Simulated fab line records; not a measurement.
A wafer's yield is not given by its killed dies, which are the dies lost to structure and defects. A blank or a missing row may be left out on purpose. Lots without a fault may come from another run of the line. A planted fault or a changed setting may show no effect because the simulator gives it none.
Chamber matching ; flow gf180mcu ; GF_CONTACT_CMP_27 on cmp-02 has 4 sister chambers
The step polishes, stops on SiO2, t overpolish 15 s, target thk 0 nm. 8 wafers are shown with their chamber, then 11 later ones without.

## EACH WAFER AND ITS CHAMBER
wafer;chamber;motor current A (A);time to endpoint s (s)
L077.6;3;10.1;71
L079.4;3;9.5;67
L082.4;0;14.8;71
L083.4;2;10.5;77
L083.6;2;10.8;82
L086.1;0;14.3;69
L086.5;1;13.6;73
L088.4;1;13.6;81

## WAFERS WITHOUT THEIR CHAMBER
wafer;motor current A (A);time to endpoint s (s)
L088.5;13.5;84
L088.6;14.3;73
L091.1;10.3;79
L091.2;14.9;69
L091.6;10.3;74
L093.4;10.2;77
L093.5;9.4;67
L093.6;9.9;75
L095.1;12.9;75
L095.2;14.7;70
L095.3;9.2;68

## CHAMBER TAKEN BY EACH
wafer;from the rows above;in truth
L088.5;1;1
L088.6;can't be placed: 0 or 1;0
L091.1;2;2
L091.2;0;0
L091.6;can't be placed: 2 or 3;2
L093.4;can't be placed: 2 or 3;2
L093.5;3;3
L093.6;can't be placed: 3 or 2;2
L095.1;1;1
L095.2;0;0
L095.3;3;3
Placed correctly: 7 of 11. From these rows, 4 cannot be placed; in 4 the true chamber is one of the candidates. Number placed wrongly: 0.
How it was worked out, from the rows above alone: a wafer's distance from a chamber is the root of the sum, over the readings, of the square of ((its reading less the chamber's mean) divided by the reading's scatter). If the next closest chamber is less than 2 further off than the closest, the wafer can't be placed; otherwise it belongs to the closest. The mean given for a chamber averages the wafers shown for that chamber. The scatter: the root of (the sum of the squares of (reading less its chamber's mean) over the shown wafers, divided by (wafers less chambers)).
